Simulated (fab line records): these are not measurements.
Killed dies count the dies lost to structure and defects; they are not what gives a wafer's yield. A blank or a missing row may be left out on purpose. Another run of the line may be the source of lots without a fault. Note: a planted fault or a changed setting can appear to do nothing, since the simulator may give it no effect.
Which of the tools did it? -- flow gf180mcu -- 12 lots, 36 wafers sampled, at 2 steps of a route of 602

## WHAT THE GAUGES READ, wafer by wafer
GF_V4_CD_MEAS_14 targets a cd of 260 nm.
lot,measured,on,cdNm (nm)
L075,day 25 02:23,cdSem-02,260.9 259.5 260.7
L077,day 26 03:44,cdSem-01,260.7 260.9 261.0
L079,day 26 11:01,cdSem-01,259.8 260.7 259.8
L081,day 27 08:50,cdSem-02,261.2 261.8 260.8
L083,day 27 19:40,cdSem-02,259.2 258.3 258.6
L085,day 28 09:39,cdSem-02,260.2 260.9 260.6
L087,day 29 03:37,cdSem-02,259.3 259.6 258.9
L089,day 29 16:34,cdSem-02,259.1 258.3 259.0
L091,day 30 08:17,cdSem-02,258.3 258.7 259.7
L093,day 30 20:56,cdSem-02,259.0 259.7 259.1
L095,day 31 06:28,cdSem-01,260.5 259.2 261.6
L097,day 32 00:20,cdSem-01,258.8 258.1 257.1

## EACH LOT AND THE TOOL THAT RAN IT (in order: tool; ch and the chambers of the sampled wafers; start)
lot,GF_NWELL_STRIP_10
L075,"plasmaAsher-04 ch 0, day 3 14:04"
L077,"plasmaAsher-03 ch 0,1, day 4 04:38"
L079,"plasmaAsher-04 ch 0,1, day 4 10:22"
L081,"plasmaAsher-04 ch 0,1, day 4 22:58"
L083,"plasmaAsher-01 ch 0,1, day 5 08:24"
L085,"plasmaAsher-01 ch 0,1, day 5 20:13"
L087,"plasmaAsher-04 ch 0,1, day 6 08:48"
L089,"plasmaAsher-03 ch 0,1, day 6 19:40"
L091,"plasmaAsher-01 ch 0,1, day 7 05:25"
L093,"plasmaAsher-01 ch 0,1, day 7 17:01"
L095,"plasmaAsher-01 ch 0,1, day 8 03:25"
L097,"plasmaAsher-03 ch 0,1, day 8 14:23"
- GF_NWELL_STRIP_10: strips in O2/N2.

## THE ANSWER, worked out from the rows above alone
Rule: usual is defined by the lots themselves. The widest of any qualifying gaps counts: lots, ordered by their means at a reading, are off when they make up no more than a third of the lots, leave a main group of 4 or more, and stand apart from it by 3 or more times the standard deviation of that group's means. The tables above print the reading to a certain number of digits; a main group whose means all agree to those digits is not used. Also off: a lot with no number at a reading for which 4 or more lots have one. Any other lot the step has rows for is counted as sound.
None of the lots is off at any reading shown; this tells nothing.

## WHAT THE SIMULATOR PUT IN
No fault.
